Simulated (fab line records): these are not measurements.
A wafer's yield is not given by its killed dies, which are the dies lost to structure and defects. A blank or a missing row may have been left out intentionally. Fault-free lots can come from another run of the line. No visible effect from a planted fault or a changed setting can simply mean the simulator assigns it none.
fab line records	flow sky130
[record] lots = 6	wafers = 18	last-day = 49
route steps=708 shown POLY_GATE@234 LDD_N@237 PAD_OPEN@708
lots that met no fault: from a run of the same line without faults
start-h: the number of hours between the record's first day and the start of the first shown wafer of the lot	wait-h: hours elapsed since this lot's preceding step	" as in the row above	L1.1+2: one row covering several wafers at once	- no value present, or no start provided	* or withheld: withheld	< > ~ a bound
route shown NAME@n: a module of which the file shows steps, and the number in the route of the first	usual: mean and standard deviation over wafers with no fault	same: alike in all rows	chamber/n: place in a boat	sites: each site's reading	_std_site: standard deviation of those values	_edge_site: the outer-site mean with the inner-site mean subtracted	radius-mm: how far each site lies from the wafer's centre	mask NAME#n: copy n	behind: the most recent tool/chamber to have shaped the wafer	hold: cause of the lot's hold/its duration in hours/its outcome	device: transistor that didn't switch, given as n, p or np	end of line: the tests these same wafers got at the end of their route	for a step that has no rows: nothing shown but its recipe	killed: dies that structure and defects cost at the first sort, which is not the same as the wafer's yield	map: dies across one wafer; x = killed, . = not, _ = none there
set.NAME: the setting the step ran with; set.NAME@STEP: the setting that earlier step ran with	model.NAME: the simulator's own value behind a step, which no gauge read
lots seen at some steps along the route; tables by step, rows by wafer
services: the hour from which a tool's chamber was out of use, counted from the record's first day as start-h (under 0 if before that day), plus the number of hours and why
[[steps]]
[step SKY_POLY_GATE_OXIDATION_20]
[recipe] temp-c = 850	ambient = O2	stabilise-s = 600	purge-s = 300	target-thk-a = 40	ox-time-s = 899
[step SKY_POLY_GATE_THK_MEAS_21]
[recipe] reads = SiO2_of_POLY_GATE_OXIDATION_20
[usual] POLY_GATE_OXIDATION_THK = 4.02/0.076
lot.wafer	tool	chamber	start-h	wait-h	POLY_GATE_OXIDATION_THK[nm]
L264.1	film-metro-01	-	375.55	0.0	3.93
L264.2	"	-	"	"	3.96
L264.6	"	-	"	"	4.09
L276.1	film-metro-01	-	482.33	0.0	4.02
L276.2	"	-	"	"	4.03
L276.3	"	-	"	"	3.97
L278.1	film-metro-01	-	499.80	0.0	4.12
L278.2	"	-	"	"	4.04
L278.5	"	-	"	"	4.08
L279.1	film-metro-02	-	515.50	0.0	3.97
L279.4	"	-	"	"	4.02
L279.6	"	-	"	"	4.01
L281.3	film-metro-03	-	534.91	0.0	4.09
L281.5	"	-	"	"	4.00
L281.6	"	-	"	"	4.03
L280.1	film-metro-01	-	536.49	0.0	3.99
L280.5	"	-	"	"	4.10
L280.6	"	-	"	"	4.00
[step SKY_POLY_GATE_CD_MEAS_22]
[usual] cd-nm = 149.1/2.1
lot.wafer	tool	chamber	start-h	wait-h	cd-nm
L264.1	cd-sem-02	-	375.61	0.1	147.7
L264.2	"	-	"	"	149.6
L264.6	"	-	"	"	149.0
L276.1	cd-sem-02	-	482.43	0.1	149.1
L276.2	"	-	"	"	147.6
L276.3	"	-	"	"	153.4
L278.1	cd-sem-02	-	499.86	0.1	145.6
L278.2	"	-	"	"	147.7
L278.5	"	-	"	"	149.8
L279.1	cd-sem-02	-	515.56	0.1	146.1
L279.4	"	-	"	"	149.5
L279.6	"	-	"	"	147.6
L281.3	cd-sem-01	-	535.01	0.1	145.8
L281.5	"	-	"	"	147.9
L281.6	"	-	"	"	148.9
L280.1	cd-sem-01	-	536.55	0.1	148.5
L280.5	"	-	"	"	148.8
L280.6	"	-	"	"	148.0
[step SKY_LDD_N_DEHYDRATE_00]
[recipe] temp-c = 200	time-s = 60
[step SKY_LDD_N_HMDS_01]
[recipe] prime-time-s = 60	prime-temp-c = 120
[step SKY_LDD_N_COAT_02]
[recipe] resist = NOVOLAK	spin-rpm = 3000	resist-thk-nm = 300
[step SKY_LDD_N_SOFTBAKE_03]
[recipe] temp-c = 90	time-s = 60	resist = NOVOLAK
[step SKY_LDD_N_EXPOSE_04]
[recipe] mask-id = NTM	target-cd-nm = 840	na = 0.6	source-shape = conventional	sigma-outer = 0.6	dose-mj = 110
[step SKY_LDD_N_PEB_05]
[recipe] temp-c = withheld	time-s = *	resist = NOVOLAK
[step SKY_LDD_N_DEVELOP_06]
[recipe] develop-time-s = 60	dev-temp-c = 23
[step SKY_LDD_N_OVL_MEAS_07]
[usual] LDD_N_OVL = 0.4/1.7
lot.wafer	tool	chamber	start-h	wait-h	LDD_N_OVL[nm]
L264.1	overlay-01	-	402.49	0.1	1.6
L264.2	"	-	"	"	-0.2
L264.6	"	-	"	"	2.6
L276.1	overlay-01	-	512.67	0.1	2.2
L276.2	"	-	"	"	3.2
L276.3	"	-	"	"	2.3
L278.1	overlay-02	-	529.73	0.1	3.7
L278.2	"	-	"	"	3.4
L278.5	"	-	"	"	2.4
L279.1	overlay-01	-	546.58	0.1	-2.2
L279.4	"	-	"	"	-0.7
L279.6	"	-	"	"	-1.3
L281.3	overlay-01	-	564.78	0.1	0.9
L281.5	"	-	"	"	3.2
L281.6	"	-	"	"	1.5
L280.1	overlay-02	-	566.48	0.1	-3.8
L280.5	"	-	"	"	-3.8
L280.6	"	-	"	"	-1.2
[step SKY_LDD_N_IMPLANT_08]
[recipe] species = As	energy-kev = 20	dose-cm2 = 7.5e+13	tilt-deg = withheld	rotation-deg = 23
[step SKY_LDD_N_IMPLANT_09]
[recipe] species = As	energy-kev = 20	dose-cm2 = 7.5e+13	tilt-deg = withheld	rotation-deg = 113
[usual] dose-ions-cm2 = 7.5e+13/7.6e+10	faraday-current-uA = 422/8.3
lot.wafer	tool	chamber	start-h	wait-h	dose-ions-cm2	faraday-current-uA
L264.1	implanter-01	0	402.68	0.1	7.5e+13	408
L264.2	"	0	"	"	7.497e+13	434
L264.6	"	0	"	"	7.511e+13	434
L276.1	implanter-02	0	512.85	0.1	7.505e+13	425
L276.2	"	0	"	"	7.508e+13	410
L276.3	"	0	"	"	7.506e+13	423
L278.1	implanter-02	0	529.92	0.1	1.0505e+14	572
L278.2	"	0	"	"	1.0507e+14	583
L278.5	"	0	"	"	1.0513e+14	564
L279.1	implanter-01	0	546.77	0.1	7.508e+13	415
L279.4	"	0	"	"	7.501e+13	428
L279.6	"	0	"	"	7.49e+13	431
L281.3	implanter-03	0	565.00	0.1	7.489e+13	427
L281.5	"	0	"	"	7.499e+13	414
L281.6	"	0	"	"	7.503e+13	415
L280.1	implanter-02	0	566.67	0.1	1.0502e+14	581
L280.5	"	0	"	"	1.0494e+14	564
L280.6	"	0	"	"	1.0507e+14	567
[step SKY_LDD_N_IMPLANT_10]
[recipe] species = As	energy-kev = 20	dose-cm2 = 7.5e+13	tilt-deg = withheld	rotation-deg = 203
[step SKY_LDD_N_IMPLANT_11]
[recipe] species = As	energy-kev = 20	dose-cm2 = 7.5e+13	tilt-deg = withheld	rotation-deg = 293
[step SKY_LDD_N_IMPLANT_12]
[recipe] species = BF2	energy-kev = 50	dose-cm2 = 5e+12	tilt-deg = 30	rotation-deg = 0
[step SKY_LDD_N_IMPLANT_13]
[recipe] species = BF2	energy-kev = 50	dose-cm2 = 5e+12	tilt-deg = 30	rotation-deg = 90
[step SKY_LDD_N_IMPLANT_14]
[recipe] species = BF2	energy-kev = 50	dose-cm2 = 5e+12	tilt-deg = 30	rotation-deg = 180
[step SKY_LDD_N_IMPLANT_15]
[recipe] species = BF2	energy-kev = 50	dose-cm2 = 5e+12	tilt-deg = 30	rotation-deg = 270
[step SKY_LDD_N_STRIP_16]
[recipe] chemistry = O2/N2	power-w = 1400	pressure-mtorr = 1500	platen-temp-c = withheld	o2-flow-sccm = 3000	n2-flow-sccm = 300	overash-fraction = 0.5
[usual] drypump-motor-current-A = 5.5/0.56	oes-product-au = 0.407/0.0044	strip-time-to-endpoint-s = 4.308/0.015
lot.wafer	tool	chamber	start-h	wait-h	drypump-motor-current-A	oes-product-au	rf-hours-counter-h	strip-time-to-endpoint-s
L264.1	plasma-asher-04	0	403.73	0.1	6.3	0.407	73	4.330
L264.2	"	1	"	"	4.8	0.404	73	4.353
L264.6	"	0	"	"	6.3	0.412	-	4.319
L276.1	plasma-asher-02	0	513.90	0.1	5.2	0.407	78	4.309
L276.2	"	1	"	"	4.9	0.398	78	4.302
L276.3	"	1	"	"	5.0	0.409	-	4.311
L278.1	plasma-asher-01	1	530.97	0.1	5.6	0.408	36	4.411
L278.2	"	0	"	"	5.8	0.407	36	4.388
L278.5	"	0	"	"	5.8	0.400	-	4.364
L279.1	plasma-asher-01	0	547.82	0.1	5.8	0.405	38	4.305
L279.4	"	1	"	"	5.6	0.412	-	4.315
L279.6	"	1	"	"	5.6	0.409	-	4.305
L281.3	plasma-asher-04	0	566.04	0.1	6.3	0.403	-	4.311
L281.5	"	1	"	"	4.9	0.405	-	4.321
L281.6	"	0	"	"	6.4	0.408	-	4.321
L280.1	plasma-asher-02	1	567.72	0.1	4.9	0.407	84	4.369
L280.5	"	0	"	"	5.2	0.406	-	4.380
L280.6	"	1	"	"	5.0	0.418	-	4.379
[step SKY_LDD_N_TW_MEAS_17]
[usual] LDD_N_TW = 2587/33
lot.wafer	tool	chamber	start-h	wait-h	LDD_N_TW
L264.1	film-metro-04	-	403.83	0.1	2646
L264.2	"	-	"	"	2644
L264.6	"	-	"	"	2638
L276.1	film-metro-02	-	514.00	0.1	2545
L276.2	"	-	"	"	2541
L276.3	"	-	"	"	2554
L278.1	film-metro-03	-	531.07	0.1	2601
L278.2	"	-	"	"	2595
L278.5	"	-	"	"	2600
L279.1	film-metro-04	-	547.92	0.1	2634
L279.4	"	-	"	"	2632
L279.6	"	-	"	"	2629
L281.3	film-metro-04	-	566.12	0.1	2622
L281.5	"	-	"	"	2630
L281.6	"	-	"	"	2616
L280.1	film-metro-03	-	567.82	0.1	2643
L280.5	"	-	"	"	2630
L280.6	"	-	"	"	2629
[step SKY_PAD_OPEN_PROBE_99]
[usual] killed_at_M0_to_M3 = 45/7.5	killed_at_M4_up = 3.2/1.8	killed-at-contacts = 24/4.9	killed-at-front-end = 15/4.4	killed-at-other = 0.3/0.54	killed-dies = 87/9.8	killed-open = 47/6.4	killed-short = 40/6.5
[same] gross-dies = 492	killed-at-back-side = 0
lot.wafer	tool	chamber	start-h	wait-h	killed_at_M0_to_M3	killed_at_M4_up	killed-at-contacts	killed-at-front-end	killed-at-other	killed-dies	killed-open	killed-short	model.etest.tip-n.rs-ohm-sq
L264.1	prober-02	-	1075.66	0.1	52	2	26	6	0	86	45	41	441.1
L264.2	prober-02	-	1075.71	0.1	39	1	27	13	0	80	46	34	441
L264.6	prober-02	-	1075.91	0.2	51	4	28	11	1	95	48	46	439.5
L276.1	prober-01	-	1150.66	0.1	33	2	27	12	0	74	43	29	436.7
L276.2	prober-01	-	1150.71	0.1	38	4	37	11	0	90	54	34	437.8
L276.3	prober-01	-	1150.76	0.2	35	6	22	17	0	80	40	39	436.1
L278.1	prober-01	-	1162.51	0.1	57	5	19	22	0	103	62	41	417.4
L278.2	prober-01	-	1162.56	0.1	47	7	21	15	0	90	47	42	416
L278.5	prober-01	-	1162.71	0.2	50	3	32	17	0	102	51	51	421.1
L279.1	prober-02	-	1171.56	0.1	45	2	20	20	0	87	54	32	440.6
L279.4	prober-02	-	1171.71	0.2	37	2	18	17	0	74	42	32	442.3
L279.6	prober-02	-	1171.81	0.2	36	1	32	25	0	94	45	49	440.2
L281.3	prober-01	-	1182.22	0.2	55	1	27	16	0	99	57	42	444.1
L281.5	prober-01	-	1182.32	0.2	34	1	23	7	2	67	41	25	437.3
L281.6	prober-01	-	1182.37	0.2	42	1	23	21	0	87	53	34	445
L280.1	prober-02	-	1185.41	0.1	52	6	26	25	1	110	54	56	417.5
L280.5	prober-02	-	1185.61	0.2	39	2	25	15	0	81	38	43	418.6
L280.6	prober-02	-	1185.66	0.2	39	1	24	15	0	79	43	36	416
// killed by level:class
L264.1 CONTACT:geometric-particle:open=14 VIA1:geometric-particle:open=10 VIA3:geometric-particle:open=7 METAL3:geometric-particle:short=7 VIA1:geometric-particle:short=6 METAL2:geometric-particle:short=6 LI_CONTACT:geometric-particle:open=5 CONTACT:geometric-particle:short=5
L264.2 VIA1:geometric-particle:open=9 CONTACT:geometric-particle:open=8 FIELD_ISO:geometric-particle:open=6 LI_CONTACT:geometric-particle:short=6 VIA3:geometric-particle:open=6 CONTACT:geometric-particle:short=6 VIA2:geometric-particle:open=6 METAL1:geometric-particle:short=6
L264.6 CONTACT:geometric-particle:open=11 METAL1:geometric-particle:short=11 METAL2:geometric-particle:short=9 LI_CONTACT:geometric-particle:open=8 VIA1:geometric-particle:open=8 VIA2:geometric-particle:open=7 LOCAL_INTERCONNECT:geometric-particle:short=4 CONTACT:geometric-particle:short=4
L276.1 LI_CONTACT:geometric-particle:open=9 VIA2:geometric-particle:open=8 CONTACT:geometric-particle:open=8 VIA1:geometric-particle:open=6 CONTACT:geometric-particle:short=4 METAL1:geometric-particle:short=4 VIA1:geometric-particle:short=4 VIA3:geometric-particle:open=4
L276.2 LI_CONTACT:geometric-particle:open=14 VIA1:geometric-particle:open=9 CONTACT:geometric-particle:short=7 VIA3:geometric-particle:open=7 CONTACT:geometric-particle:open=6 METAL2:geometric-particle:short=6 FIELD_ISO:geometric-particle:open=5 LOCAL_INTERCONNECT:geometric-particle:short=4
L276.3 VIA1:geometric-particle:open=9 LI_CONTACT:geometric-particle:open=8 VIA1:geometric-particle:short=6 VIA2:geometric-particle:open=6 METAL4:geometric-particle:short=6 POLY_GATE:geometric-particle:short=5 CONTACT:geometric-particle:open=5 FIELD_ISO:geometric-particle:open=4
L278.1 VIA1:geometric-particle:open=16 FIELD_ISO:geometric-particle:open=7 FIELD_ISO:geometric-particle:short=7 VIA2:geometric-particle:open=7 LI_CONTACT:geometric-particle:open=6 CONTACT:geometric-particle:open=6 VIA1:geometric-particle:short=6 METAL1:geometric-particle:short=5
L278.2 VIA2:geometric-particle:open=8 CONTACT:geometric-particle:open=7 LI_CONTACT:geometric-particle:open=6 VIA1:geometric-particle:open=6 VIA3:geometric-particle:open=6 LI_CONTACT:geometric-particle:short=5 METAL2:geometric-particle:short=5 METAL1:geometric-particle:short=5
L278.5 CONTACT:geometric-particle:open=13 METAL1:geometric-particle:short=10 VIA1:geometric-particle:open=10 FIELD_ISO:geometric-particle:short=8 FIELD_ISO:geometric-particle:open=7 LOCAL_INTERCONNECT:geometric-particle:short=7 VIA3:geometric-particle:open=6 VIA1:geometric-particle:short=6
L279.1 VIA1:geometric-particle:open=12 CONTACT:geometric-particle:open=10 VIA2:geometric-particle:open=9 FIELD_ISO:geometric-particle:open=7 VIA2:geometric-particle:short=6 VIA3:geometric-particle:open=6 CONTACT:geometric-particle:short=4 VIA1:geometric-particle:short=4
L279.4 VIA1:geometric-particle:open=8 CONTACT:geometric-particle:open=6 LI_CONTACT:geometric-particle:open=5 METAL1:geometric-particle:short=5 VIA2:geometric-particle:open=5 VIA3:geometric-particle:open=5 FIELD_ISO:geometric-particle:short=4 METAL2:geometric-particle:short=4
L279.6 CONTACT:geometric-particle:open=14 FIELD_ISO:geometric-particle:short=11 VIA1:geometric-particle:open=8 LI_CONTACT:geometric-particle:open=6 METAL1:geometric-particle:short=6 LOCAL_INTERCONNECT:geometric-particle:short=5 CONTACT:geometric-particle:short=5 VIA2:geometric-particle:open=5
L281.3 VIA1:geometric-particle:open=13 LI_CONTACT:geometric-particle:open=12 VIA3:geometric-particle:open=11 CONTACT:geometric-particle:short=7 METAL1:geometric-particle:short=6 POLY_GATE:geometric-particle:short=5 VIA3:geometric-particle:short=5 CONTACT:geometric-particle:open=4
L281.5 CONTACT:geometric-particle:open=12 VIA1:geometric-particle:open=10 VIA2:geometric-particle:open=6 LI_CONTACT:geometric-particle:open=4 METAL1:geometric-particle:short=4 METAL2:geometric-particle:short=4 POLY_GATE:geometric-particle:short=3 LOCAL_INTERCONNECT:geometric-particle:short=3
L281.6 VIA1:geometric-particle:open=12 CONTACT:geometric-particle:open=11 VIA1:geometric-particle:short=8 LI_CONTACT:geometric-particle:open=7 POLY_GATE:geometric-particle:open=6 VIA3:geometric-particle:open=5 CONTACT:geometric-particle:short=4 METAL1:geometric-particle:short=4
L280.1 LI_CONTACT:geometric-particle:open=13 VIA1:geometric-particle:open=11 VIA3:geometric-particle:open=10 POLY_GATE:geometric-particle:short=9 METAL1:geometric-particle:short=8 VIA2:geometric-particle:open=7 POLY_GATE:geometric-particle:open=6 METAL4:geometric-particle:short=6
L280.5 CONTACT:geometric-particle:open=10 VIA1:geometric-particle:open=10 METAL1:geometric-particle:short=8 FIELD_ISO:geometric-particle:open=7 CONTACT:geometric-particle:short=5 METAL2:geometric-particle:short=5 VIA1:geometric-particle:short=5 POLY_GATE:geometric-particle:short=4
L280.6 VIA1:geometric-particle:open=14 LI_CONTACT:geometric-particle:open=8 POLY_GATE:geometric-particle:short=6 LI_CONTACT:geometric-particle:short=5 METAL2:geometric-particle:short=5 VIA2:geometric-particle:open=5 CONTACT:geometric-particle:short=4 CONTACT:geometric-particle:open=4
[[services]]
tool	chamber	start-h	hours	kind
plasma-asher-04	-	404.28	1.1	repair
plasma-asher-04	-	421.25	9.0	pm
plasma-asher-04	0	421.25	9.0	vent-cycle
plasma-asher-04	1	421.25	9.0	vent-cycle
plasma-asher-04	0	430.25	-	clean
plasma-asher-04	1	430.25	-	clean
plasma-asher-01	-	451.72	25.9	repair
plasma-asher-04	-	475.77	2.8	pm
implanter-02	-	496.54	5.2	repair
[[key]]
[first-sign] step = SKY_LDD_N_IMPLANT_09	reading = dose-ions-cm2	direction = up	sigmas = 99+	usual = *	struck = *
[effect] step = SKY_LDD_N_IMPLANT_09	reading = faraday-current-uA	direction = up	sigmas = 18	usual = 422	struck = 572
[effect] step = SKY_LDD_N_STRIP_16	reading = strip-time-to-endpoint-s	direction = up	sigmas = 4.8	usual = *	struck = *
[model-effect] step = SKY_PAD_OPEN_PROBE_99	value = etest.tip-n.rs-ohm-sq	without = 442.7	struck = 417.7
met-at SKY_LDD_N_IMPLANT_09
struck-wafers L278.1,L278.2,L278.5,L280.1,L280.5,L280.6
tester-left-out L278,L280
onset-between 512.85 529.92
[fault] kind = process-parameter-drift	tool = implanter-02	chamber = -	onset-h = 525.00	steps = SKY_LDD_N_IMPLANT_09	channel = dose-cm2	offset = *	shape = step	end-h = 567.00	acts-in = *	stated = *
// tester-left-out: of these lots the tester's yield and bins aren't shown, on N5 and GAA mostly nor the transistor test; their killed dies are dies lost to structure and defects alone, not to doping, threshold or leakage, so they don't give the yield
